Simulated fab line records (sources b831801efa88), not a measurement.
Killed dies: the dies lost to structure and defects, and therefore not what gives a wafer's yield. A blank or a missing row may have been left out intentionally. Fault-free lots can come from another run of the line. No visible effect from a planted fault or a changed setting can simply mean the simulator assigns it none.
fab line records	flow sky130
[record] lots = 24	wafers = 72	lastDay = 50
route steps=708 shown GATE_OXIDE@200 LOCAL_INTERCONNECT@401 VIA2@509 METAL5@662
lots that met no fault: from a run of the same line without faults
startH: hours from the record's opening day to when the first of the lot's shown wafers began	waitH: hours from the lot's prior step to this one	" as in the row above	L1.1+2: a single row standing in for several wafers	- no value present, or no start provided	* or withheld: withheld	< > ~ a bound
route shown NAME@n: NAME is a module with steps in the file, n the number in the route of the first one	usual: mean/standard deviation of fault-free wafers	same: alike in all rows	chamber/n: place in a boat	sites: each site's reading	_std_site: the values' standard deviation	_edge_site: inner sites' mean taken away from outer sites' mean	radiusMm: how far each site lies from the wafer's centre	mask NAME#n: copy n	behind: the most recent tool/chamber to have shaped the wafer	hold: what put the lot on hold/how long, in hours/how the hold closed	device: transistor that didn't switch, given as n, p or np	end of line: at the end of the route, the tests of the same wafers	a step with no rows: only its recipe	killed: not the wafer's yield, but the dies lost to structure and defects at the first sort	map: per-die view of a wafer (x killed, . not killed, _ where there is no die)
set.NAME: the setting as run; set.NAME@STEP: as run at that earlier step	model.NAME: the simulator's own value behind a step, which no gauge read
one table for each step of the route and one row for each wafer, over a sample of lots
services: when a tool's chamber went out of use (startH, in hours from the record's first day, below 0 if earlier), for how many hours, and the reason
[[steps]]
[step SKY_GATE_OXIDE_STRIP_13]
[recipe] chemistry = O2/N2	powerW = 1400	pressureMtorr = 1500	platenTempC = withheld	o2FlowSccm = 3000	n2FlowSccm = 300	overashFraction = 0.5
[usual] drypumpMotorCurrentA = 5.6/0.59	oesProductAu = 0.716/0.0049	stripTimeToEndpointS = 14.18/0.039
lot.wafer	tool	chamber	startH	waitH	drypumpMotorCurrentA	oesProductAu	rfHoursCounterH	stripTimeToEndpointS
L074.3	plasmaAsher-04	1	307.06	0.0	5.8	0.723	-	14.15
L074.4	"	0	"	"	6.6	0.722	-	14.16
L074.6	"	1	"	"	5.8	0.715	-	14.14
L075.1	plasmaAsher-03	1	314.46	0.0	5.4	0.714	62	14.23
L075.3	"	0	"	"	5.5	0.710	-	14.21
L075.5	"	1	"	"	5.4	0.722	-	14.18
L076.4	plasmaAsher-04	0	326.96	0.0	6.6	0.720	-	14.12
L076.5	"	0	"	"	6.6	0.727	-	14.20
L076.6	"	1	"	"	5.8	0.710	-	14.17
L077.1	plasmaAsher-04	0	334.67	0.0	6.6	0.711	19	14.21
L077.2	"	1	"	"	5.8	0.712	19	14.13
L077.4	"	0	"	"	6.6	0.713	-	14.13
L078.1	plasmaAsher-04	0	345.60	0.0	6.6	0.707	20	14.17
L078.3	"	1	"	"	5.8	0.720	-	14.20
L078.6	"	1	"	"	5.8	0.715	-	14.22
L079.1	plasmaAsher-01	1	350.65	0.0	4.8	0.714	54	14.15
L079.2	"	0	"	"	5.2	0.717	54	14.14
L079.5	"	0	"	"	5.2	0.707	-	14.16
L080.1	plasmaAsher-01	1	359.92	0.0	4.9	0.720	55	14.13
L080.3	"	1	"	"	4.8	0.705	-	14.17
L080.4	"	0	"	"	5.3	0.718	-	14.12
L081.1	plasmaAsher-03	1	362.45	0.0	5.3	0.719	67	14.20
L081.2	"	0	"	"	5.5	0.724	67	14.17
L081.3	"	0	"	"	5.5	0.721	-	14.14
L082.1	plasmaAsher-03	0	377.07	0.0	5.5	0.717	69	14.22
L082.2	"	1	"	"	5.4	0.712	69	14.22
L082.4	"	1	"	"	5.4	0.723	-	14.21
L083.1	plasmaAsher-01	1	388.11	0.0	4.8	0.725	57	14.17
L083.2	"	0	"	"	5.2	0.716	57	14.18
L083.6	"	1	"	"	4.8	0.722	-	14.19
L084.2	plasmaAsher-04	1	391.82	0.0	5.8	0.723	24	14.16
L084.5	"	1	"	"	5.8	0.717	-	14.15
L084.6	"	0	"	"	6.6	0.712	-	14.11
L086.2	plasmaAsher-01	0	413.36	0.0	5.2	0.712	60	14.15
L086.3	"	1	"	"	4.9	0.715	-	14.18
L086.6	"	0	"	"	5.2	0.715	-	14.16
L085.1	plasmaAsher-03	0	413.65	0.0	5.5	0.707	72	14.22
L085.2	"	1	"	"	5.4	0.723	72	14.21
L085.4	"	0	"	"	5.5	0.718	-	14.20
L087.1	plasmaAsher-04	1	424.20	0.0	5.8	0.721	28	14.13
L087.3	"	0	"	"	6.6	0.710	-	14.11
L087.6	"	1	"	"	5.9	0.714	-	14.14
L088.1	plasmaAsher-01	0	424.30	0.0	5.2	0.715	61	14.14
L088.2	"	1	"	"	4.8	0.708	61	14.11
L088.4	"	1	"	"	4.8	0.713	-	14.14
L089.1	plasmaAsher-01	1	431.20	0.0	4.8	0.716	62	14.17
L089.2	"	0	"	"	5.2	0.713	62	14.19
L089.4	"	0	"	"	5.2	0.721	-	14.22
L090.3	plasmaAsher-04	0	436.63	0.0	6.7	0.716	-	14.18
L090.5	"	0	"	"	6.7	0.711	-	14.19
L090.6	"	1	"	"	5.8	0.705	-	14.19
L091.1	plasmaAsher-01	1	453.21	0.0	4.9	0.721	62	14.23
L091.4	"	0	"	"	5.2	0.722	-	14.15
L091.6	"	1	"	"	4.9	0.711	-	14.17
L092.1	plasmaAsher-04	0	462.96	0.0	6.6	0.716	32	14.24
L092.2	"	1	"	"	5.8	0.710	32	14.22
L092.5	"	0	"	"	6.6	0.715	-	14.21
L093.3	plasmaAsher-04	0	472.90	0.0	6.6	0.717	-	14.20
L093.5	"	1	"	"	5.8	0.710	-	14.22
L093.6	"	0	"	"	6.7	0.712	-	14.20
L094.1	plasmaAsher-03	1	478.07	0.0	5.4	0.715	80	14.18
L094.2	"	0	"	"	5.6	0.712	80	14.12
L094.5	"	0	"	"	5.5	0.717	-	14.23
L095.1	plasmaAsher-04	0	489.84	0.0	6.6	0.716	35	14.23
L095.3	"	0	"	"	6.6	0.719	-	14.23
L095.4	"	1	"	"	5.8	0.719	-	14.24
L097.2	plasmaAsher-01	0	496.64	0.0	5.2	0.722	66	14.07
L097.3	"	1	"	"	4.9	0.709	-	14.04
L097.5	"	1	"	"	4.9	0.719	-	14.11
L096.2	plasmaAsher-03	1	497.05	0.0	5.3	0.716	81	14.17
L096.4	"	0	"	"	5.5	0.715	-	14.16
L096.5	"	0	"	"	5.5	0.716	-	14.19
[step SKY_LOCAL_INTERCONNECT_METAL_ETCH_14]
[recipe] targetDepthNm = 110	stopOn = PSG	chemistry = Cl2/BCl3	target = TiN	resistSidewallDeg = 88	pressureMtorr = 10	icpW = 900	biasW = 48.5	Cl2_flow_sccm = 60	bcl3FlowSccm = 30	timeS = 31.4
[usual] drypumpMotorCurrentA = 5.8/0.48	oesProductAu = 0.940/0.0081	throttleValvePct = 21.901/0.0098
lot.wafer	tool	chamber	startH	waitH	drypumpMotorCurrentA	oesProductAu	rfHoursCounterH	throttleValvePct
L074.3	rieMetal-04	1	713.09	0.0	4.9	0.943	-	21.896
L074.4	"	0	"	"	5.8	0.942	-	21.903
L074.6	"	1	"	"	4.9	0.938	-	21.904
L075.1	rieMetal-03	1	713.30	0.0	5.8	0.939	0	21.894
L075.3	"	0	"	"	6.5	0.934	-	21.889
L075.5	"	1	"	"	5.8	0.935	-	21.907
L076.4	rieMetal-03	1	723.97	0.0	5.7	0.933	-	21.901
L076.5	"	1	"	"	5.7	0.955	-	21.892
L076.6	"	0	"	"	6.5	0.938	-	21.913
L077.1	rieMetal-01	0	727.79	0.0	6.0	0.937	11	21.895
L077.2	"	1	"	"	5.4	0.949	11	21.881
L077.4	"	0	"	"	6.0	0.936	-	21.910
L078.1	rieMetal-01	1	747.99	0.0	5.4	0.934	12	21.899
L078.3	"	0	"	"	6.0	0.932	-	21.907
L078.6	"	0	"	"	6.0	0.930	-	21.909
L079.1	rieMetal-03	0	759.74	0.0	6.4	0.943	2	21.905
L079.2	"	1	"	"	5.8	0.948	2	21.886
L079.5	"	0	"	"	6.5	0.944	-	21.891
L081.1	rieMetal-04	0	760.09	0.0	5.9	0.932	9	21.925
L081.2	"	1	"	"	4.9	0.925	7	21.906
L081.3	"	1	"	"	4.9	0.944	-	21.910
L080.1	rieMetal-01	0	760.66	0.0	6.0	0.940	12	21.893
L080.3	"	0	"	"	6.0	0.937	-	21.910
L080.4	"	1	"	"	5.4	0.931	-	21.905
L082.1	rieMetal-04	1	769.94	0.0	4.9	0.930	7	21.911
L082.2	"	0	"	"	5.9	0.944	9	21.899
L082.4	"	1	"	"	4.9	0.940	-	21.896
L083.1	rieMetal-03	1	783.24	0.0	5.7	0.939	2	21.914
L083.2	"	0	"	"	6.4	0.948	3	21.896
L083.6	"	0	"	"	6.4	0.942	-	21.889
L084.2	rieMetal-01	1	783.31	0.0	5.4	0.949	13	21.896
L084.5	"	0	"	"	6.0	0.945	-	21.893
L084.6	"	1	"	"	5.3	0.947	-	21.910
L086.2	rieMetal-01	0	803.76	0.0	6.0	0.954	13	21.882
L086.3	"	1	"	"	5.4	0.950	-	21.903
L086.6	"	0	"	"	6.0	0.949	-	21.902
L085.1	rieMetal-01	0	806.36	0.0	6.0	0.936	13	21.895
L085.2	"	1	"	"	5.4	0.939	14	21.891
L085.4	"	1	"	"	5.4	0.954	-	21.908
L089.1	rieMetal-03	0	836.12	0.0	6.4	0.929	5	21.917
L089.2	"	1	"	"	5.8	0.931	4	21.900
L089.4	"	1	"	"	5.7	0.922	-	21.900
L088.1	rieMetal-04	1	837.08	0.0	5.0	0.938	9	21.904
L088.2	"	0	"	"	5.8	0.933	11	21.910
L088.4	"	0	"	"	5.8	0.956	-	21.881
L087.1	rieMetal-03	0	837.56	0.0	6.4	0.936	5	21.910
L087.3	"	0	"	"	6.5	0.950	-	21.892
L087.6	"	0	"	"	6.5	0.942	-	21.905
L090.3	rieMetal-03	0	838.53	0.0	6.4	0.933	-	21.917
L090.5	"	0	"	"	6.5	0.949	-	21.873
L090.6	"	1	"	"	5.7	0.936	-	21.908
L092.1	rieMetal-01	1	856.82	0.1	5.4	0.930	1	21.899
L092.2	"	1	"	"	5.4	0.946	-	21.891
L092.5	"	1	"	"	5.4	0.936	-	21.905
L091.1	rieMetal-04	1	858.95	0.0	4.9	0.946	11	21.898
L091.4	"	1	"	"	5.0	0.928	-	21.890
L091.6	"	1	"	"	5.0	0.936	-	21.896
L093.3	rieMetal-04	1	861.12	0.0	4.9	0.932	-	21.901
L093.5	"	1	"	"	4.9	0.947	-	21.903
L093.6	"	0	"	"	5.9	0.925	-	21.910
L094.1	rieMetal-03	0	863.71	0.0	6.4	0.955	6	21.898
L094.2	"	1	"	"	5.8	0.948	5	21.889
L094.5	"	0	"	"	6.4	0.951	-	21.905
L095.1	rieMetal-03	1	878.81	0.0	5.7	0.945	5	21.901
L095.3	"	1	"	"	5.8	0.943	-	21.900
L095.4	"	0	"	"	6.5	0.944	-	21.888
L097.2	rieMetal-04	0	884.14	0.0	5.8	0.942	14	21.886
L097.3	"	1	"	"	4.9	0.940	-	21.903
L097.5	"	1	"	"	4.9	0.920	-	21.908
L096.2	rieMetal-03	1	886.79	0.0	5.8	0.924	6	21.899
L096.4	"	1	"	"	5.7	0.937	-	21.920
L096.5	"	1	"	"	5.7	0.922	-	21.903
[step SKY_VIA2_CMP_02]
[recipe] material = SiO2	downForcePsi = 4	platenRpm = 60	padVelocityMS = 0.94248
[usual] edgeZonePressureFrac = 1.000/0.0053	motorCurrentA = 12.1/1.6	slurryFlowMlMin = 149.9/0.43
lot.wafer	tool	chamber	startH	waitH	edgeZonePressureFrac	motorCurrentA	slurryFlowMlMin
L074.4	cmp-02	2	839.10	0.1	1.002	11.5	150.5
L074.3	"	3	"	"	0.992	10.9	150.1
L074.6	"	3	"	"	0.996	10.4	150.1
L075.1	cmp-01	0	839.21	0.1	0.995	11.4	150.0
L075.3	"	3	"	"	0.994	11.6	149.5
L075.5	"	1	"	"	1.009	14.8	149.7
L076.4	cmp-01	2	849.51	0.1	1.003	10.2	149.1
L076.6	"	0	"	"	1.004	11.7	149.5
L076.5	"	1	"	"	1.000	15.1	150.2
L077.1	cmp-01	1	852.75	0.3	1.000	14.8	150.2
L077.2	"	2	"	"	1.002	10.1	149.5
L077.4	"	3	"	"	1.000	11.1	149.9
L078.1	cmp-01	1	866.53	0.1	1.002	15.5	149.5
L078.3	"	3	"	"	0.998	11.6	149.4
L078.6	"	1	"	"	1.002	14.4	149.7
L079.1	cmp-02	1	881.74	0.1	0.998	12.5	150.1
L079.2	"	3	"	"	0.995	10.6	149.3
L079.5	"	2	"	"	0.999	11.1	150.5
L080.1	cmp-01	2	882.06	0.1	1.000	10.6	149.9
L080.3	"	3	"	"	0.995	11.5	149.7
L080.4	"	0	"	"	0.997	11.4	149.4
L081.3	cmp-02	0	883.12	0.0	1.002	14.2	150.0
L081.1	"	1	"	"	0.990	12.7	149.7
L081.2	"	2	"	"	0.996	10.8	149.9
L082.2	cmp-01	3	888.39	0.0	1.002	12.4	150.3
L082.1	"	0	"	"	0.994	11.2	149.8
L082.4	"	2	"	"	1.003	11.0	149.9
L083.1	cmp-02	2	903.80	0.1	1.014	11.5	149.5
L083.2	"	1	"	"	1.006	12.3	150.2
L083.6	"	2	"	"	1.006	10.9	150.3
L084.2	cmp-01	0	904.81	0.2	1.009	12.1	149.7
L084.5	"	1	"	"	1.005	15.4	149.6
L084.6	"	2	"	"	0.995	10.6	150.1
L086.3	cmp-02	2	917.80	0.0	0.996	11.6	150.0
L086.2	"	0	"	"	0.997	13.7	150.1
L086.6	"	2	"	"	0.986	11.4	150.0
L085.4	cmp-01	2	919.90	0.0	1.005	10.7	149.5
L085.1	"	0	"	"	1.001	11.4	149.6
L085.2	"	1	"	"	1.003	14.7	150.8
L089.2	cmp-02	1	939.12	0.1	1.005	12.5	150.4
L089.4	"	2	"	"	0.989	11.7	151.3
L089.1	"	0	"	"	0.997	13.9	149.5
L088.4	cmp-02	0	941.66	0.3	1.001	14.4	150.4
L088.1	"	2	"	"	0.996	11.0	149.6
L088.2	"	3	"	"	0.996	10.2	150.5
L087.1	cmp-02	0	945.06	1.1	0.997	13.7	150.2
L087.3	"	1	"	"	0.995	12.6	149.6
L087.6	"	2	"	"	0.999	12.0	149.4
L090.3	cmp-02	2	945.41	1.3	0.996	11.8	150.0
L090.5	"	3	"	"	0.983	11.0	150.6
L090.6	"	0	"	"	1.000	13.9	150.1
L092.1	cmp-02	0	963.37	0.1	1.000	13.6	149.9
L092.2	"	1	"	"	0.998	12.8	149.4
L092.5	"	3	"	"	1.001	10.5	150.3
L091.1	cmp-02	3	964.43	0.2	0.999	10.9	149.1
L091.4	"	0	"	"	1.003	13.3	150.1
L091.6	"	3	"	"	0.996	10.8	149.5
L093.3	cmp-01	1	970.35	0.4	1.000	15.1	150.0
L093.5	"	2	"	"	0.991	9.9	149.8
L093.6	"	3	"	"	0.994	11.3	149.7
L094.1	cmp-01	3	970.55	0.5	1.012	12.0	149.7
L094.2	"	0	"	"	0.996	11.2	150.1
L094.5	"	2	"	"	0.998	10.7	150.0
L095.1	cmp-01	0	982.80	0.1	0.999	11.1	150.0
L095.4	"	1	"	"	0.992	15.1	149.7
L095.3	"	2	"	"	0.999	10.7	149.2
L097.2	cmp-01	1	989.70	0.0	0.999	15.1	149.8
L097.3	"	0	"	"	1.009	11.6	150.3
L097.5	"	2	"	"	1.001	10.5	150.1
L096.4	cmp-01	1	994.50	0.2	1.004	15.0	150.2
L096.2	"	0	"	"	0.999	11.1	149.9
L096.5	"	2	"	"	1.003	10.2	149.8
[step SKY_VIA2_CVD_21]
[recipe] material = W	targetThkNm = 420	timeS = 126.4	tempC = 403.9	pressureTorr = 40
[usual] heaterPowerOuterW = 609/62	heaterPowerW = 960/50
lot.wafer	tool	chamber	startH	waitH	heaterPowerOuterW	heaterPowerW
L074.3	cvdW-01	1	862.85	0.1	527	900
L074.4	"	0	"	"	644	959
L074.6	"	1	"	"	526	880
L075.1	cvdW-02	0	862.98	0.0	628	1067
L075.3	"	0	"	"	617	1031
L075.5	"	1	"	"	703	1038
L076.4	cvdW-02	1	875.42	0.1	689	1009
L076.5	"	1	"	"	714	1040
L076.6	"	0	"	"	632	1035
L077.1	cvdW-01	1	878.35	0.0	530	911
L077.2	"	0	"	"	623	1001
L077.4	"	1	"	"	519	894
L078.1	cvdW-01	0	892.02	0.0	652	997
L078.3	"	0	"	"	656	958
L078.6	"	0	"	"	639	971
L079.1	cvdW-01	0	908.77	0.0	630	961
L079.2	"	1	"	"	542	915
L079.5	"	1	"	"	529	889
L080.1	cvdW-01	1	908.94	0.0	529	893
L080.3	"	0	"	"	642	977
L080.4	"	1	"	"	538	875
L081.1	cvdW-01	1	909.26	0.0	534	896
L081.2	"	0	"	"	635	969
L081.3	"	1	"	"	528	904
L082.1	cvdW-01	1	914.60	0.0	538	891
L082.2	"	0	"	"	647	971
L082.4	"	1	"	"	532	905
L083.1	cvdW-01	0	929.53	0.0	626	978
L083.2	"	1	"	"	528	899
L083.6	"	0	"	"	659	984
L084.2	cvdW-02	1	931.16	0.0	712	978
L084.5	"	1	"	"	697	1001
L084.6	"	0	"	"	592	944
L086.2	cvdW-02	0	944.03	0.0	576	971
L086.3	"	0	"	"	575	969
L086.6	"	1	"	"	703	1004
L085.1	cvdW-02	1	946.26	0.0	705	1008
L085.2	"	0	"	"	587	957
L085.4	"	0	"	"	606	987
L089.1	cvdW-01	0	964.24	0.0	633	979
L089.2	"	1	"	"	541	872
L089.4	"	1	"	"	545	883
L088.1	cvdW-01	0	967.13	0.0	646	983
L088.2	"	1	"	"	547	902
L088.4	"	1	"	"	535	895
L087.1	cvdW-01	1	970.42	0.0	534	894
L087.3	"	0	"	"	621	976
L087.6	"	1	"	"	533	890
L090.3	cvdW-01	1	970.86	0.1	534	885
L090.5	"	0	"	"	638	980
L090.6	"	1	"	"	525	908
L092.1	cvdW-02	0	988.69	0.0	584	964
L092.2	"	1	"	"	702	1007
L092.5	"	0	"	"	586	946
L091.1	cvdW-02	1	990.79	0.0	694	993
L091.4	"	0	"	"	584	967
L091.6	"	0	"	"	584	981
L093.3	cvdW-02	1	995.60	0.1	688	993
L093.5	"	0	"	"	563	1003
L093.6	"	1	"	"	687	1023
L094.1	cvdW-01	0	996.09	0.0	655	966
L094.2	"	1	"	"	531	882
L094.5	"	1	"	"	536	891
L095.1	cvdW-01	1	1007.70	0.0	535	918
L095.3	"	1	"	"	541	879
L095.4	"	0	"	"	640	1001
L097.2	cvdW-02	0	1014.15	0.0	582	976
L097.3	"	0	"	"	606	958
L097.5	"	1	"	"	702	1005
L096.2	cvdW-01	1	1019.27	0.0	532	894
L096.4	"	0	"	"	631	1000
L096.5	"	1	"	"	524	874
[step SKY_METAL5_SPUTTER_01]
[recipe] material = TiN	targetThkNm = 20	powerW = 6500	timeS = 16.7	chamberPressurePa = 0.4
[usual] throttleValvePct = 30.2/1.1
lot.wafer	tool	chamber	startH	waitH	throttleValvePct
L074.3	pvdSputter-01	-	1018.20	0.0	29.6
L074.4	"	-	"	"	30.5
L074.6	"	-	"	"	29.2
L075.1	pvdSputter-04	-	1019.86	0.0	30.2
L075.3	"	-	"	"	28.5
L075.5	"	-	"	"	30.3
L076.4	pvdSputter-04	-	1027.79	0.0	30.0
L076.5	"	-	"	"	31.4
L076.6	"	-	"	"	28.7
L077.1	pvdSputter-02	-	1029.29	0.0	32.1
L077.2	"	-	"	"	29.5
L077.4	"	-	"	"	30.8
L078.1	pvdSputter-04	-	1046.32	0.0	31.4
L078.3	"	-	"	"	30.1
L078.6	"	-	"	"	31.4
L079.1	pvdSputter-02	-	1055.90	0.0	31.7
L079.2	"	-	"	"	29.3
L079.5	"	-	"	"	28.3
L080.1	pvdSputter-02	-	1059.52	0.0	32.1
L080.3	"	-	"	"	30.7
L080.4	"	-	"	"	28.7
L081.1	pvdSputter-04	-	1061.59	0.0	30.0
L081.2	"	-	"	"	30.1
L081.3	"	-	"	"	28.6
L082.1	pvdSputter-02	-	1066.21	0.0	28.5
L082.2	"	-	"	"	30.8
L082.4	"	-	"	"	29.3
L083.1	pvdSputter-04	-	1075.57	0.0	30.1
L083.2	"	-	"	"	31.4
L083.6	"	-	"	"	30.1
L084.2	pvdSputter-01	-	1076.35	0.0	29.3
L084.5	"	-	"	"	31.6
L084.6	"	-	"	"	28.9
L086.2	pvdSputter-01	-	1091.67	0.0	30.7
L086.3	"	-	"	"	31.4
L086.6	"	-	"	"	29.2
L085.1	pvdSputter-02	-	1093.14	0.0	30.9
L085.2	"	-	"	"	32.0
L085.4	"	-	"	"	29.5
L089.1	pvdSputter-02	-	1106.02	0.0	31.9
L089.2	"	-	"	"	29.3
L089.4	"	-	"	"	29.4
L088.1	pvdSputter-04	-	1110.28	0.0	28.6
L088.2	"	-	"	"	31.5
L088.4	"	-	"	"	30.1
L087.1	pvdSputter-01	-	1112.83	0.0	30.9
L087.3	"	-	"	"	31.4
L087.6	"	-	"	"	30.5
L090.3	pvdSputter-01	-	1115.26	0.0	31.4
L090.5	"	-	"	"	30.5
L090.6	"	-	"	"	31.3
L092.1	pvdSputter-01	-	1127.38	0.0	30.4
L092.2	"	-	"	"	30.9
L092.5	"	-	"	"	30.5
L091.1	pvdSputter-02	-	1128.90	0.0	31.0
L091.4	"	-	"	"	31.6
L091.6	"	-	"	"	28.4
L093.3	pvdSputter-01	-	1135.56	0.0	29.3
L093.5	"	-	"	"	29.3
L093.6	"	-	"	"	31.3
L094.1	pvdSputter-01	-	1136.50	0.0	31.1
L094.2	"	-	"	"	30.5
L094.5	"	-	"	"	30.3
L095.1	pvdSputter-02	-	1140.87	0.0	32.2
L095.3	"	-	"	"	29.2
L095.4	"	-	"	"	30.6
L097.2	pvdSputter-04	-	1147.24	0.0	28.6
L097.3	"	-	"	"	30.3
L097.5	"	-	"	"	30.4
L096.2	pvdSputter-04	-	1151.98	0.0	30.2
L096.4	"	-	"	"	31.4
L096.5	"	-	"	"	30.1
[step SKY_METAL5_RS_MEAS_05]
[recipe] thkMeasGauge = four-point-probe	reads = TiN_of_METAL5_SPUTTER_04+Ti_of_METAL5_SPUTTER_03+AlCu_of_METAL5_SPUTTER_02+TiN_of_METAL5_SPUTTER_01+Ti_of_METAL5_SPUTTER_00
[usual] METAL5_ALCU_RS = 0.0271/0.00031
lot.wafer	tool	chamber	startH	waitH	METAL5_ALCU_RS[ohm/sq]
L074.3	filmMetro-02	-	1018.38	0.1	0.0268
L074.4	"	-	"	"	0.0269
L074.6	"	-	"	"	0.0269
L075.1	filmMetro-03	-	1020.01	0.0	0.0266
L075.3	"	-	"	"	0.0275
L075.5	"	-	"	"	0.0266
L076.4	filmMetro-03	-	1027.98	0.1	0.0266
L076.5	"	-	"	"	0.0269
L076.6	"	-	"	"	0.0275
L077.1	filmMetro-04	-	1029.44	0.0	0.0267
L077.2	"	-	"	"	0.0270
L077.4	"	-	"	"	0.0270
L078.1	filmMetro-03	-	1046.47	0.0	0.0267
L078.3	"	-	"	"	0.0268
L078.6	"	-	"	"	0.0267
L079.1	filmMetro-02	-	1056.05	0.0	0.0271
L079.2	"	-	"	"	0.0274
L079.5	"	-	"	"	0.0268
L080.1	filmMetro-03	-	1059.67	0.0	0.0267
L080.3	"	-	"	"	0.0270
L080.4	"	-	"	"	0.0267
L081.1	filmMetro-02	-	1061.73	0.0	0.0271
L081.2	"	-	"	"	0.0275
L081.3	"	-	"	"	0.0278
L082.1	filmMetro-02	-	1066.38	0.1	0.0268
L082.2	"	-	"	"	0.0273
L082.4	"	-	"	"	0.0274
L083.1	filmMetro-02	-	1075.72	0.0	0.0275
L083.2	"	-	"	"	0.0269
L083.6	"	-	"	"	0.0265
L084.2	filmMetro-02	-	1076.52	0.0	0.0273
L084.5	"	-	"	"	0.0273
L084.6	"	-	"	"	0.0274
L086.2	filmMetro-04	-	1091.84	0.0	0.0273
L086.3	"	-	"	"	0.0270
L086.6	"	-	"	"	0.0272
L085.1	filmMetro-04	-	1093.29	0.0	0.0272
L085.2	"	-	"	"	0.0268
L085.4	"	-	"	"	0.0270
L089.1	filmMetro-03	-	1106.16	0.0	0.0274
L089.2	"	-	"	"	0.0274
L089.4	"	-	"	"	0.0275
L088.1	filmMetro-04	-	1110.43	0.0	0.0272
L088.2	"	-	"	"	0.0263
L088.4	"	-	"	"	0.0271
L087.1	filmMetro-04	-	1112.97	0.0	0.0276
L087.3	"	-	"	"	0.0273
L087.6	"	-	"	"	0.0272
L090.3	filmMetro-03	-	1115.44	0.1	0.0275
L090.5	"	-	"	"	0.0276
L090.6	"	-	"	"	0.0274
L092.1	filmMetro-02	-	1127.52	0.0	0.0272
L092.2	"	-	"	"	0.0270
L092.5	"	-	"	"	0.0270
L091.1	filmMetro-03	-	1129.04	0.0	0.0270
L091.4	"	-	"	"	0.0271
L091.6	"	-	"	"	0.0270
L093.3	filmMetro-04	-	1135.74	0.1	0.0274
L093.5	"	-	"	"	0.0274
L093.6	"	-	"	"	0.0272
L094.1	filmMetro-03	-	1136.65	0.0	0.0276
L094.2	"	-	"	"	0.0273
L094.5	"	-	"	"	0.0273
L095.1	filmMetro-04	-	1141.02	0.0	0.0271
L095.3	"	-	"	"	0.0274
L095.4	"	-	"	"	0.0273
L097.2	filmMetro-03	-	1147.41	0.0	0.0275
L097.3	"	-	"	"	0.0269
L097.5	"	-	"	"	0.0269
L096.2	filmMetro-03	-	1152.14	0.0	0.0272
L096.4	"	-	"	"	0.0270
L096.5	"	-	"	"	0.0272
[[services]]
tool	chamber	startH	hours	kind
cmp-01	-	301.20	1.0	repair
cmp-01	-	337.47	0.8	repair
cvdW-01	0	380.76	13.8	repair
cvdW-01	-	390.00	14.0	pm
cmp-01	-	414.86	6.6	pm
cmp-01	-	422.09	1.2	repair
cmp-01	-	454.26	0.8	repair
cmp-01	-	458.90	0.7	repair
cmp-01	-	492.21	4.6	repair
cmp-01	-	556.83	2.0	repair
cmp-01	-	557.60	1.3	repair
cvdW-01	1	562.02	12.7	repair
cmp-01	-	572.00	4.0	pm
cmp-01	-	583.87	6.4	pm
cmp-01	-	594.11	3.9	repair
cvdW-01	0	661.38	2.8	repair
cvdW-01	1	687.27	2.5	repair
cmp-01	-	769.40	4.3	repair
cvdW-01	0	774.22	6.4	repair
cmp-01	-	783.64	4.2	pm
cvdW-01	1	892.70	5.2	repair
cvdW-01	-	933.70	14.6	pm
cvdW-01	-	954.96	0.6	repair
cvdW-01	-	986.74	2.8	pm
[[key]]
fault none
